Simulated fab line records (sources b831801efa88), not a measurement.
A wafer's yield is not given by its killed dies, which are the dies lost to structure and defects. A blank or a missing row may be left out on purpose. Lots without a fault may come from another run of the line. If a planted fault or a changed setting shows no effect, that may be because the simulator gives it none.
Matching of chambers + flow gf180mcu + GF_V5_CVD_02 on pecvd-01: 3 sister chambers
The step deposits SiO2 from TEOS, target thk 1450 nm, time 163.28 s. 20 wafers are shown with their chamber, then 10 later ones without.

EACH WAFER AND ITS CHAMBER
| wafer  | chamber | heater_power_w (W) |
|--------|---------|--------------------|
| L075.1 | 1       | 804                |
| L075.2 | 2       | 606                |
| L075.3 | 0       | 660                |
| L075.4 | 0       | 528                |
| L075.5 | 1       | 668                |
| L075.6 | 2       | 635                |
| L076.1 | 0       | 614                |
| L076.5 | 2       | 631                |
| L076.6 | 1       | 822                |
| L080.3 | 1       | 778                |
| L080.4 | 0       | 637                |
| L080.5 | 2       | 643                |
| L090.1 | 1       | 797                |
| L090.2 | 2       | 533                |
| L090.3 | 0       | 597                |
| L090.4 | 2       | 616                |
| L090.5 | 0       | 647                |
| L090.6 | 1       | 690                |
| L094.2 | 2       | 653                |
| L094.5 | 0       | 523                |

SIGNATURES, as means of the wafers listed above
| reading        | chamber 0 | chamber 1 | chamber 2 | scatter within a chamber |
|----------------|-----------|-----------|-----------|--------------------------|
| heater_power_w | 600.86    | 759.83    | 616.71    | 53.7                     |
Rule: for a wafer and a chamber, the distance is found by dividing, reading by reading, the gap between the wafer's reading and the chamber's mean by the reading's scatter, squaring, summing and taking the root. If the next closest chamber is less than 2 further off than the closest, the wafer can't be placed; otherwise it belongs to the closest. How the scatter is found: for the shown wafers, subtract from each reading the mean of its chamber, square and add these, divide the total by (wafers less chambers), then take the root.

WAFERS WHOSE CHAMBER IS MISSING
| wafer  | heater_power_w (W) |
|--------|--------------------|
| L094.6 | 677                |
| L093.1 | 635                |
| L093.3 | 833                |
| L093.5 | 652                |
| L095.1 | 823                |
| L095.2 | 511                |
| L095.3 | 552                |
| L095.4 | 674                |
| L095.5 | 628                |
| L095.6 | 621                |

WHICH CHAMBER EACH ONE RAN IN
| wafer  | from the rows above          | in truth |
|--------|------------------------------|----------|
| L094.6 | can't be placed: 2 or 0 or 1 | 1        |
| L093.1 | can't be placed: 2 or 0 or 1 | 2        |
| L093.3 | 1                            | 1        |
| L093.5 | can't be placed: 2 or 0 or 1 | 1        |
| L095.1 | 1                            | 1        |
| L095.2 | can't be placed: 0 or 2      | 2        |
| L095.3 | can't be placed: 0 or 2      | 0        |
| L095.4 | can't be placed: 2 or 0 or 1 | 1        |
| L095.5 | can't be placed: 2 or 0      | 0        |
| L095.6 | can't be placed: 2 or 0      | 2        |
2 of 10 placed correctly. Can't be placed from these rows: 8 (the true chamber is among the candidates in 8). Placed wrongly: 0.
